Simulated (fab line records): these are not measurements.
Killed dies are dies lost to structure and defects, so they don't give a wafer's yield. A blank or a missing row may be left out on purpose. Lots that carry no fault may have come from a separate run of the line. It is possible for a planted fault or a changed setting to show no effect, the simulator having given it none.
fab line records	flow sky130
record: lots: 5	wafers: 14	last_day: 49
route steps=708 shown SD_P@327 RES_XHIGH@332 SD_N@342 SALICIDE@361 PAD_OPEN@708
lots that met no fault: from a run of the same line without faults
start_h: start of the lot's first displayed wafer, in hours after the record's first day	wait_h: hours from the lot's prior step to this one	" unchanged from the row above	L1.1+2: a single row standing in for several wafers	- no value, or no start given	* or withheld: withheld	< > ~ a bound
route shown NAME@n: NAME is a module with steps in the file, n the number in the route of the first one	usual: mean/standard deviation taken from wafers without a fault	same: alike in all rows	chamber/n: place in a boat	sites: each site's reading	_std_site: standard deviation across them	_edge_site: mean of outer sites minus mean of inner sites	radius_mm: for every site, how far away it sits from the centre of the wafer	mask NAME#n: copy n	behind: the tool/chamber that last shaped the wafer	hold: what put the lot on hold/how long, in hours/how the hold closed	device: which transistor (n, p or np) failed to switch	end of line: the route-end tests of the same wafers	a step given without rows: its recipe and nothing more	killed: the dies lost at the first sort to structure and to defects; this is not the yield of the wafer	map: a wafer's dies, x killed, . not, _ none there
set.NAME: the setting that was run; set.NAME@STEP: the one run at that earlier step	model.NAME: the simulator's own value behind a step, which no gauge read
lots at selected steps of the route; one table per step, one row per wafer
services: from which hour (start_h, from the record's first day; less than 0 if before it) a tool's chamber was out of use, for how many hours, and why
== steps ==
step: SKY_SD_P_CD_MEAS_07
recipe: target_cd_nm: 380
usual: cd_nm: 379.5/2.3
lot.wafer	tool	chamber	start_h	wait_h	cd_nm
L650.2	cd_sem-02	-	549.03	0.1	378.4
L650.3	"	-	"	"	380.5
L650.5	"	-	"	"	378.6
L655.2	cd_sem-02	-	640.82	0.1	380.9
L655.3	"	-	"	"	380.6
L655.4	"	-	"	"	378.6
L660.2	cd_sem-01	-	690.23	0.1	378.1
L660.4	"	-	"	"	378.0
L660.6	"	-	"	"	379.3
L666.2	cd_sem-02	-	746.23	0.1	378.0
L666.4	"	-	"	"	377.9
L666.5	"	-	"	"	376.3
L667.1	cd_sem-01	-	748.97	0.1	381.0
L667.6	"	-	"	"	381.2
step: SKY_SD_P_OVL_MEAS_08
usual: SD_P_OVL: -0.2/1.8
lot.wafer	tool	chamber	start_h	wait_h	SD_P_OVL[nm]
L650.2	overlay-02	-	549.14	0.1	-2.3
L650.3	"	-	"	"	-0.4
L650.5	"	-	"	"	-1.7
L655.2	overlay-01	-	640.93	0.1	-1.8
L655.3	"	-	"	"	-1.3
L655.4	"	-	"	"	-3.0
L660.2	overlay-01	-	690.34	0.1	1.2
L660.4	"	-	"	"	3.0
L660.6	"	-	"	"	1.2
L666.2	overlay-01	-	746.34	0.1	-0.5
L666.4	"	-	"	"	-3.1
L666.5	"	-	"	"	-0.4
L667.1	overlay-02	-	749.09	0.1	0.6
L667.6	"	-	"	"	-1.6
step: SKY_SD_P_IMPLANT_09
recipe: species: BF2	energy_kev: 20	dose_cm2: 3e+15	tilt_deg: 0
step: SKY_SD_P_STRIP_10
recipe: chemistry: O2/N2	power_w: 1400	pressure_mtorr: 1500	platen_temp_c: withheld	o2_flow_sccm: 3000	n2_flow_sccm: 300	overash_fraction: 0.5
usual: drypump_motor_current_A: 6.0/0.48	oes_product_au: 0.617/0.0045	strip_time_to_endpoint_s: 17.49/0.045
lot.wafer	tool	chamber	start_h	wait_h	drypump_motor_current_A	oes_product_au	rf_hours_counter_h	strip_time_to_endpoint_s
L650.2	plasma_asher-04	0	549.32	0.1	6.3	0.612	12	17.54
L650.3	"	1	"	"	5.1	0.624	-	17.50
L650.5	"	1	"	"	5.1	0.625	-	17.45
L655.2	plasma_asher-04	0	641.11	0.1	6.3	0.609	21	17.56
L655.3	"	0	"	"	6.3	0.622	-	17.54
L655.4	"	1	"	"	5.1	0.624	-	17.50
L660.2	plasma_asher-02	0	690.52	0.1	6.4	0.613	87	17.41
L660.4	"	0	"	"	6.4	0.618	-	17.37
L660.6	"	0	"	"	6.4	0.621	-	17.40
L666.2	plasma_asher-02	1	746.52	0.1	6.3	0.611	93	17.53
L666.4	"	1	"	"	6.3	0.612	-	17.49
L666.5	"	1	"	"	6.3	0.610	-	17.45
L667.1	plasma_asher-01	0	749.28	0.1	5.4	0.616	0	17.55
L667.6	"	0	"	"	5.4	0.615	-	17.52
step: SKY_SD_P_TW_MEAS_11
usual: SD_P_TW: 2827/18
lot.wafer	tool	chamber	start_h	wait_h	SD_P_TW
L650.2	film_metro-02	-	549.43	0.1	2839
L650.3	"	-	"	"	2853
L650.5	"	-	"	"	2864
L655.2	film_metro-03	-	641.22	0.1	2823
L655.3	"	-	"	"	2807
L655.4	"	-	"	"	2809
L660.2	film_metro-03	-	690.63	0.1	2814
L660.4	"	-	"	"	2807
L660.6	"	-	"	"	2791
L666.2	film_metro-03	-	746.63	0.1	2813
L666.4	"	-	"	"	2825
L666.5	"	-	"	"	2813
L667.1	film_metro-04	-	749.38	0.1	2856
L667.6	"	-	"	"	2837
step: SKY_RES_XHIGH_DEHYDRATE_00
recipe: temp_c: 200	time_s: 60
step: SKY_RES_XHIGH_HMDS_01
recipe: prime_time_s: 60	prime_temp_c: 120
step: SKY_RES_XHIGH_COAT_02
recipe: resist: NOVOLAK	spin_rpm: 3000	resist_thk_nm: 1140
step: SKY_RES_XHIGH_SOFTBAKE_03
recipe: temp_c: 90	time_s: 60	resist: NOVOLAK
step: SKY_RES_XHIGH_EXPOSE_04
recipe: mask_id: URPM	na: 0.6	source_shape: conventional	sigma_outer: 0.6	polarization: unpolarized	target_cd_nm: 1270	dose_mj: 140
step: SKY_RES_XHIGH_PEB_05
recipe: temp_c: withheld	time_s: *	resist: NOVOLAK
step: SKY_RES_XHIGH_DEVELOP_06
recipe: resist: NOVOLAK	developer: TMAH	develop_time_s: 60	dev_temp_c: 23
step: SKY_RES_XHIGH_IMPLANT_07
recipe: species: BF2	energy_kev: 20	dose_cm2: 3.6e+14	tilt_deg: 0
usual: dose_ions_cm2: 3.601e+14/4e+11	tilt_deg: 0.003/0.019
lot.wafer	tool	chamber	start_h	wait_h	dose_ions_cm2	tilt_deg
L650.2	implanter-03	0	579.95	0.1	3.604e+14	0.034
L650.3	"	0	"	"	3.603e+14	0.007
L650.5	"	0	"	"	3.607e+14	0.010
L655.2	implanter-04	0	670.43	0.1	3.598e+14	0.022
L655.3	"	0	"	"	3.601e+14	0.031
L655.4	"	0	"	"	3.602e+14	0.005
L660.2	implanter-02	0	719.33	0.1	3.598e+14	0.010
L660.4	"	0	"	"	3.601e+14	-0.022
L660.6	"	0	"	"	3.597e+14	0.021
L666.2	implanter-03	0	772.28	0.1	3.594e+14	-0.002
L666.4	"	0	"	"	3.606e+14	-0.008
L666.5	"	0	"	"	3.608e+14	0.018
L667.1	implanter-04	0	774.70	0.1	3.605e+14	-0.016
L667.6	"	0	"	"	3.597e+14	-0.005
step: SKY_RES_XHIGH_STRIP_08
recipe: chemistry: O2/N2	power_w: 1400	pressure_mtorr: 1500	platen_temp_c: withheld	o2_flow_sccm: 3000	n2_flow_sccm: 300	overash_fraction: 0.5
usual: drypump_motor_current_A: 5.6/0.36	oes_product_au: 0.711/0.0048	strip_time_to_endpoint_s: 14.26/0.037
lot.wafer	tool	chamber	start_h	wait_h	drypump_motor_current_A	oes_product_au	rf_hours_counter_h	strip_time_to_endpoint_s
L650.2	plasma_asher-03	0	580.07	0.1	5.7	0.710	42	14.29
L650.3	"	0	"	"	5.7	0.707	-	14.27
L650.5	"	0	"	"	5.7	0.712	-	14.26
L655.2	plasma_asher-03	0	670.55	0.1	5.7	0.717	51	14.19
L655.3	"	0	"	"	5.7	0.700	-	14.24
L655.4	"	1	"	"	5.3	0.719	-	14.21
L660.2	plasma_asher-03	1	719.45	0.1	5.3	0.714	56	14.29
L660.4	"	0	"	"	5.7	0.703	-	14.30
L660.6	"	0	"	"	5.8	0.709	-	14.28
L666.2	plasma_asher-04	0	772.40	0.1	6.3	0.715	34	14.23
L666.4	"	1	"	"	5.0	0.704	-	14.22
L666.5	"	0	"	"	6.3	0.707	-	14.23
L667.1	plasma_asher-04	1	774.85	0.1	5.1	0.728	34	14.14
L667.6	"	0	"	"	6.3	0.729	-	14.14
step: SKY_RES_XHIGH_TW_MEAS_09
usual: RES_XHIGH_TW: 1642/9.6
lot.wafer	tool	chamber	start_h	wait_h	RES_XHIGH_TW
L650.2	film_metro-04	-	580.18	0.1	1651
L650.3	"	-	"	"	1645
L650.5	"	-	"	"	1653
L655.2	film_metro-02	-	670.66	0.1	1636
L655.3	"	-	"	"	1632
L655.4	"	-	"	"	1636
L660.2	film_metro-03	-	719.56	0.1	1635
L660.4	"	-	"	"	1649
L660.6	"	-	"	"	1642
L666.2	film_metro-02	-	772.51	0.1	1642
L666.4	"	-	"	"	1645
L666.5	"	-	"	"	1641
L667.1	film_metro-04	-	774.95	0.1	1478
L667.6	"	-	"	"	1480
step: SKY_SD_N_DEHYDRATE_00
recipe: temp_c: 200	time_s: 60
step: SKY_SD_N_HMDS_01
recipe: prime_time_s: 60	prime_temp_c: 120
step: SKY_SD_N_COAT_02
recipe: resist: NOVOLAK	spin_rpm: 3000	resist_thk_nm: 1140
step: SKY_SD_N_SOFTBAKE_03
recipe: temp_c: 90	time_s: 60	resist: NOVOLAK
step: SKY_SD_N_EXPOSE_04
recipe: mask_id: NSDM	na: 0.6	source_shape: conventional	sigma_outer: 0.6	polarization: unpolarized	target_cd_nm: 380	dose_mj: 141
step: SKY_SD_N_PEB_05
recipe: temp_c: withheld	time_s: *	resist: NOVOLAK
step: SKY_SD_N_DEVELOP_06
recipe: resist: NOVOLAK	developer: TMAH	develop_time_s: 60	dev_temp_c: 23
step: SKY_SD_N_CD_MEAS_07
recipe: target_cd_nm: 380
usual: cd_nm: 379.9/2.5
lot.wafer	tool	chamber	start_h	wait_h	cd_nm
L650.2	cd_sem-02	-	609.54	0.1	380.7
L650.3	"	-	"	"	378.1
L650.5	"	-	"	"	379.0
L655.2	cd_sem-01	-	698.68	0.1	375.5
L655.3	"	-	"	"	382.0
L655.4	"	-	"	"	381.5
L660.2	cd_sem-02	-	746.52	0.1	381.6
L660.4	"	-	"	"	381.1
L660.6	"	-	"	"	382.2
L666.2	cd_sem-01	-	795.33	0.1	376.2
L666.4	"	-	"	"	375.6
L666.5	"	-	"	"	374.8
L667.1	cd_sem-01	-	798.92	0.1	379.6
L667.6	"	-	"	"	377.9
step: SKY_SD_N_OVL_MEAS_08
usual: SD_N_OVL: -0.8/1.4
lot.wafer	tool	chamber	start_h	wait_h	SD_N_OVL[nm]
L650.2	overlay-02	-	609.65	0.1	-0.8
L650.3	"	-	"	"	-0.2
L650.5	"	-	"	"	-1.5
L655.2	overlay-01	-	698.79	0.1	-1.6
L655.3	"	-	"	"	-1.2
L655.4	"	-	"	"	0.8
L660.2	overlay-01	-	746.63	0.1	-3.9
L660.4	"	-	"	"	-4.0
L660.6	"	-	"	"	-5.0
L666.2	overlay-01	-	795.44	0.1	0.8
L666.4	"	-	"	"	-0.1
L666.5	"	-	"	"	1.4
L667.1	overlay-02	-	799.04	0.1	-0.3
L667.6	"	-	"	"	1.8
step: SKY_SD_N_IMPLANT_09
recipe: species: As	energy_kev: 50	dose_cm2: 4e+15	tilt_deg: 0
step: SKY_SD_N_IMPLANT_10
recipe: species: P	energy_kev: 20	dose_cm2: 1e+14	tilt_deg: 0
step: SKY_SD_N_STRIP_11
recipe: chemistry: O2/N2	power_w: 1400	pressure_mtorr: 1500	platen_temp_c: withheld	o2_flow_sccm: 3000	n2_flow_sccm: 300	overash_fraction: 0.5
usual: drypump_motor_current_A: 5.8/0.53	oes_product_au: 0.527/0.0044	strip_time_to_endpoint_s: 22.57/0.04
lot.wafer	tool	chamber	start_h	wait_h	drypump_motor_current_A	oes_product_au	rf_hours_counter_h	strip_time_to_endpoint_s
L650.2	plasma_asher-03	1	609.98	0.1	5.3	0.522	45	22.51
L650.3	"	0	"	"	5.7	0.529	-	22.51
L650.5	"	1	"	"	5.3	0.532	-	22.51
L655.2	plasma_asher-02	1	699.12	0.1	6.3	0.516	88	22.60
L655.3	"	1	"	"	6.3	0.531	-	22.59
L655.4	"	0	"	"	6.4	0.524	-	22.56
L660.2	plasma_asher-02	0	746.96	0.1	6.4	0.523	93	22.60
L660.4	"	0	"	"	6.4	0.526	-	22.58
L660.6	"	1	"	"	6.3	0.525	-	22.60
L666.2	plasma_asher-03	0	795.77	0.1	5.7	0.530	64	22.60
L666.4	"	0	"	"	5.7	0.534	-	22.64
L666.5	"	1	"	"	5.3	0.525	-	22.62
L667.1	plasma_asher-04	1	799.38	0.1	5.0	0.527	37	22.56
L667.6	"	0	"	"	6.3	0.527	-	22.55
step: SKY_SD_N_TW_MEAS_12
usual: SD_N_TW: 3985/22
lot.wafer	tool	chamber	start_h	wait_h	SD_N_TW
L650.2	film_metro-02	-	610.09	0.1	4017
L650.3	"	-	"	"	3992
L650.5	"	-	"	"	4002
L655.2	film_metro-03	-	699.23	0.1	3970
L655.3	"	-	"	"	3983
L655.4	"	-	"	"	3979
L660.2	film_metro-04	-	747.07	0.1	4013
L660.4	"	-	"	"	4013
L660.6	"	-	"	"	3984
L666.2	film_metro-04	-	795.88	0.1	3985
L666.4	"	-	"	"	3976
L666.5	"	-	"	"	3980
L667.1	film_metro-03	-	799.48	0.1	3960
L667.6	"	-	"	"	3986
step: SKY_SD_N_CLEAN_13
recipe: chemistry: SC1/SC2	mix: 1:4:20	temp_c: 70	time_s: 150	dry: n2_spin
step: SKY_SD_N_RTA_14
recipe: temp_c: 1075	time_s: 2	idle_temp_c: 650	ramp_up_c_per_s: 150	ramp_down_c_per_s: 90	ambient: N2
usual: chamber_o2_ppm: 2.004/0.02	lamp_power_pct: 15.74/0.049	wafer_temp_C_max: 1078.1/1.4
lot.wafer	tool	chamber	start_h	wait_h	chamber_o2_ppm	lamp_power_pct	wafer_temp_C_max
L650.2	rtp_anneal-01	0	610.20	0.0	1.982	15.69	1077.1
L650.3	"	0	"	"	1.971	15.72	1078.6
L650.5	"	0	"	"	1.996	15.71	1076.1
L655.2	rtp_anneal-02	0	699.34	0.0	2.024	15.79	1080.0
L655.3	"	0	"	"	1.995	15.73	1077.7
L655.4	"	0	"	"	2.002	15.69	1078.1
L660.2	rtp_anneal-01	0	747.19	0.0	2.025	15.82	1076.5
L660.4	"	0	"	"	2.000	15.72	1081.2
L660.6	"	0	"	"	1.999	15.65	1080.3
L666.2	rtp_anneal-01	0	795.99	0.0	2.007	15.75	1079.5
L666.4	"	0	"	"	2.001	15.75	1077.2
L666.5	"	0	"	"	1.985	15.73	1079.0
L667.1	rtp_anneal-02	0	799.59	0.0	2.030	15.72	1079.6
L667.6	"	0	"	"	2.018	15.78	1080.3
step: SKY_SD_N_RS_MEAS_16
recipe: thk_meas_gauge: four-point-probe
usual: SD_N_RS: 68.55/0.1
lot.wafer	tool	chamber	start_h	wait_h	SD_N_RS[ohm/sq]
L650.2	film_metro-03	-	610.38	0.1	68.61
L650.3	"	-	"	"	68.46
L650.5	"	-	"	"	68.54
L655.2	film_metro-02	-	699.53	0.1	68.48
L655.3	"	-	"	"	68.62
L655.4	"	-	"	"	68.53
L660.2	film_metro-04	-	747.42	0.1	68.53
L660.4	"	-	"	"	68.56
L660.6	"	-	"	"	68.47
L666.2	film_metro-03	-	796.17	0.1	68.54
L666.4	"	-	"	"	68.53
L666.5	"	-	"	"	68.69
L667.1	film_metro-03	-	799.78	0.1	68.52
L667.6	"	-	"	"	68.58
step: SKY_SD_N_RS_MEAS_17
recipe: thk_meas_gauge: four-point-probe
usual: SD_P_RS: 147.1/0.38
lot.wafer	tool	chamber	start_h	wait_h	SD_P_RS[ohm/sq]
L650.2	film_metro-03	-	610.50	0.1	146.7
L650.3	"	-	"	"	146.8
L650.5	"	-	"	"	146.7
L655.2	film_metro-02	-	699.65	0.1	146.9
L655.3	"	-	"	"	146.7
L655.4	"	-	"	"	147.1
L660.2	film_metro-04	-	747.54	0.1	146.7
L660.4	"	-	"	"	147.0
L660.6	"	-	"	"	147.0
L666.2	film_metro-03	-	796.29	0.1	146.7
L666.4	"	-	"	"	147.3
L666.5	"	-	"	"	146.9
L667.1	film_metro-03	-	799.90	0.1	147.0
L667.6	"	-	"	"	147.0
step: SKY_SD_N_RS_MEAS_18
recipe: thk_meas_gauge: four-point-probe
usual: RES_XHIGH_RS: 333.3/0.89
lot.wafer	tool	chamber	start_h	wait_h	RES_XHIGH_RS[ohm/sq]
L650.2	film_metro-03	-	610.62	0.1	333.2
L650.3	"	-	"	"	332.1
L650.5	"	-	"	"	330.8
L655.2	film_metro-02	-	699.77	0.1	334.3
L655.3	"	-	"	"	333.9
L655.4	"	-	"	"	333.9
L660.2	film_metro-04	-	747.66	0.1	333.8
L660.4	"	-	"	"	332.0
L660.6	"	-	"	"	333.4
L666.2	film_metro-03	-	796.41	0.1	333.3
L666.4	"	-	"	"	334.0
L666.5	"	-	"	"	333.8
L667.1	film_metro-03	-	800.02	0.1	446.1
L667.6	"	-	"	"	448.1
step: SKY_SALICIDE_CLEAN_00
recipe: chemistry: HF-last	time_s: 30	dilution: 100:1	dry: ipa_marangoni
step: SKY_PAD_OPEN_PROBE_99
usual: killed_at_M0_to_M3: 43/6.6	killed_at_M4_up: 3.2/1.8	killed_at_contacts: 24/5	killed_at_front_end: 15/4.5	killed_at_other: 0.2/0.46	killed_dies: 86/8.8	killed_open: 48/6.6	killed_short: 38/6.1
same: gross_dies: 492	killed_at_back_side: 0
lot.wafer	tool	chamber	start_h	wait_h	killed_at_M0_to_M3	killed_at_M4_up	killed_at_contacts	killed_at_front_end	killed_at_other	killed_dies	killed_open	killed_short	model.etest.res_xhigh_po.line_ohm_um	model.etest.res_xhigh_po.rs_ohm_sq_range	model.etest.res_xhigh_po.rs_ohm_sq	model.etest.res_xhigh_po.rs_ohm_sq_rim_less_centre
L650.2	prober-02	-	1050.78	0.1	46	3	33	20	0	102	53	49	5715	49.18	2025	-10.78
L650.3	prober-02	-	1050.83	0.2	47	4	35	11	0	97	58	39	5578	34.59	1940	-21.77
L650.5	prober-02	-	1050.93	0.2	60	2	23	19	1	105	49	56	5473	56.19	1952	-28.74
L655.2	prober-01	-	1110.94	0.1	51	6	29	17	0	103	55	48	5588	130.1	1931	-90.12
L655.3	prober-01	-	1110.99	0.2	41	1	21	18	1	82	47	35	5299	113.8	1853	-96.99
L655.4	prober-01	-	1111.04	0.2	44	1	33	16	0	94	48	46	5570	133.2	1967	-114.8
L660.2	prober-01	-	1146.44	0.1	44	5	25	7	0	81	47	34	6051	82.69	2070	-63.02
L660.4	prober-01	-	1146.54	0.2	43	4	21	8	0	76	45	31	5796	121.1	2020	-94.06
L660.6	prober-01	-	1146.64	0.2	42	5	25	18	0	90	50	40	5853	104.1	2049	-88.8
L666.2	prober-02	-	1180.48	0.1	44	0	25	7	0	76	46	30	5764	51.9	2007	18.05
L666.4	prober-02	-	1180.58	0.2	39	8	25	9	0	81	37	44	5612	58.51	1942	16.99
L666.5	prober-02	-	1180.63	0.2	49	5	21	14	0	89	52	37	6003	57.44	2097	24.22
L667.1	prober-02	-	1184.81	0.1	40	2	36	13	0	91	56	35	2.268e+04	6382	7974	-3464
L667.6	prober-02	-	1185.06	0.2	39	3	25	19	0	86	50	36	2.314e+04	6657	8224	-3534
killed by level:class
L650.2 CONTACT:geometric_particle:open=10 VIA1:geometric_particle:open=9 VIA3:geometric_particle:open=9 LOCAL_INTERCONNECT:geometric_particle:short=8 FIELD_ISO:geometric_particle:short=7 VIA2:geometric_particle:short=6 LI_CONTACT:geometric_particle:open=5 CONTACT:geometric_particle:short=5
L650.3 CONTACT:geometric_particle:open=16 VIA3:geometric_particle:open=9 METAL2:geometric_particle:short=7 LI_CONTACT:geometric_particle:open=7 VIA1:geometric_particle:open=7 METAL1:geometric_particle:short=6 VIA2:geometric_particle:open=6 FIELD_ISO:geometric_particle:open=4
L650.5 CONTACT:geometric_particle:open=13 VIA1:geometric_particle:open=11 METAL1:geometric_particle:short=11 FIELD_ISO:geometric_particle:short=9 VIA3:geometric_particle:open=9 VIA1:geometric_particle:short=9 CONTACT:geometric_particle:short=5 METAL2:geometric_particle:short=5
L655.2 CONTACT:geometric_particle:open=13 VIA2:geometric_particle:open=11 VIA1:geometric_particle:open=10 FIELD_ISO:geometric_particle:short=9 METAL1:geometric_particle:short=7 LI_CONTACT:geometric_particle:open=6 CONTACT:geometric_particle:short=6 VIA3:geometric_particle:open=6
L655.3 VIA1:geometric_particle:open=13 CONTACT:geometric_particle:open=8 FIELD_ISO:geometric_particle:short=7 VIA1:geometric_particle:short=7 LI_CONTACT:geometric_particle:open=5 VIA2:geometric_particle:open=5 METAL1:geometric_particle:short=5 SPACER:geometric_particle:open=4
L655.4 CONTACT:geometric_particle:open=11 VIA2:geometric_particle:open=10 CONTACT:geometric_particle:short=9 FIELD_ISO:geometric_particle:open=7 LI_CONTACT:geometric_particle:open=7 METAL2:geometric_particle:short=6 VIA2:geometric_particle:short=5 LOCAL_INTERCONNECT:geometric_particle:short=5
L660.2 VIA1:geometric_particle:open=10 VIA3:geometric_particle:open=10 CONTACT:geometric_particle:open=8 METAL1:geometric_particle:short=7 CONTACT:geometric_particle:short=5 LI_CONTACT:geometric_particle:open=5 LOCAL_INTERCONNECT:geometric_particle:short=5 FIELD_ISO:geometric_particle:open=4
L660.4 CONTACT:geometric_particle:open=12 VIA1:geometric_particle:open=9 VIA1:geometric_particle:short=7 VIA2:geometric_particle:open=6 FIELD_ISO:geometric_particle:short=4 VIA3:geometric_particle:open=4 LI_CONTACT:geometric_particle:open=3 LI_CONTACT:geometric_particle:short=3
L660.6 VIA1:geometric_particle:open=10 CONTACT:geometric_particle:open=8 LI_CONTACT:geometric_particle:open=7 FIELD_ISO:geometric_particle:open=7 LOCAL_INTERCONNECT:geometric_particle:short=6 VIA1:geometric_particle:short=5 METAL2:geometric_particle:short=5 VIA2:geometric_particle:open=5
L666.2 CONTACT:geometric_particle:open=11 VIA1:geometric_particle:short=11 VIA2:geometric_particle:open=11 VIA1:geometric_particle:open=8 LI_CONTACT:geometric_particle:open=5 LI_CONTACT:geometric_particle:short=5 VIA3:geometric_particle:open=5 METAL1:geometric_particle:short=4
L666.4 CONTACT:geometric_particle:open=8 CONTACT:geometric_particle:short=7 VIA1:geometric_particle:open=7 VIA3:geometric_particle:open=7 METAL4:geometric_particle:short=7 METAL2:geometric_particle:short=6 VIA2:geometric_particle:open=6 METAL1:geometric_particle:short=5
L666.5 VIA1:geometric_particle:open=12 VIA3:geometric_particle:open=9 LI_CONTACT:geometric_particle:open=8 CONTACT:geometric_particle:open=8 VIA1:geometric_particle:short=7 METAL1:geometric_particle:short=5 FIELD_ISO:geometric_particle:short=4 FIELD_ISO:geometric_particle:open=3
L667.1 CONTACT:geometric_particle:open=16 VIA3:geometric_particle:open=11 LI_CONTACT:geometric_particle:open=9 VIA1:geometric_particle:open=6 METAL2:geometric_particle:short=5 LI_CONTACT:geometric_particle:short=4 CONTACT:geometric_particle:short=4 LOCAL_INTERCONNECT:geometric_particle:short=3
L667.6 VIA1:geometric_particle:open=12 CONTACT:geometric_particle:open=9 CONTACT:geometric_particle:short=7 LI_CONTACT:geometric_particle:open=6 VIA3:geometric_particle:open=5 FIELD_ISO:geometric_particle:open=4 POLY_GATE:geometric_particle:short=4 METAL2:geometric_particle:open=4
== services ==
tool	chamber	start_h	hours	kind
implanter-02	-	534.17	6.5	pm
implanter-04	-	536.89	1.5	repair
implanter-04	-	551.37	4.9	pm
plasma_asher-02	-	554.88	2.8	pm
implanter-04	-	584.46	6.3	repair
implanter-02	-	587.29	1.5	repair
plasma_asher-03	-	593.80	0.9	repair
implanter-03	-	605.73	4.0	pm
plasma_asher-02	-	619.53	0.8	repair
plasma_asher-04	-	630.83	3.0	repair
plasma_asher-04	-	634.47	2.8	pm
implanter-04	-	642.64	3.8	pm
implanter-04	-	663.58	2.0	repair
implanter-02	-	664.98	0.8	repair
implanter-03	-	690.94	2.1	repair
implanter-03	-	708.05	2.4	repair
implanter-02	-	710.44	1.3	repair
implanter-03	-	716.41	5.0	pm
implanter-04	-	729.08	3.9	repair
plasma_asher-01	-	733.75	9.0	pm
plasma_asher-01	0	733.75	9.0	vent_cycle
plasma_asher-01	1	733.75	9.0	vent_cycle
plasma_asher-01	0	742.75	-	clean
plasma_asher-01	1	742.75	-	clean
== key ==
first_sign: step: SKY_RES_XHIGH_STRIP_08	reading: strip_time_to_endpoint_s	direction: down	sigmas: 3.4	usual: *	struck: *
effect: step: SKY_RES_XHIGH_TW_MEAS_09	reading: RES_XHIGH_TW	direction: down	sigmas: 17	usual: 1642	struck: 1479
effect: step: SKY_SD_N_RS_MEAS_18	reading: RES_XHIGH_RS	direction: up	sigmas: 99+	usual: 333.3	struck: 447.1
model_effect: step: SKY_PAD_OPEN_PROBE_99	value: etest.res_xhigh_po.line_ohm_um	without: 5482	struck: 2.291e+04
met_at SKY_RES_XHIGH_IMPLANT_07
struck_wafers L667.1,L667.6
tester_left_out L667
onset_between 670.43 774.70
also_fits time
fault: kind: process_parameter_drift	tool: implanter-04	chamber: -	onset_h: 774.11	steps: SKY_RES_XHIGH_IMPLANT_07	channel: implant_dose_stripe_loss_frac	offset: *	shape: step	end_h: 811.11	scope: struck_wafers_only
tester_left_out: of these lots the tester's yield and bins aren't shown, on N5 and GAA mostly nor the transistor test; their killed dies are dies lost to structure and defects alone, not to doping, threshold or leakage, so they don't give the yield
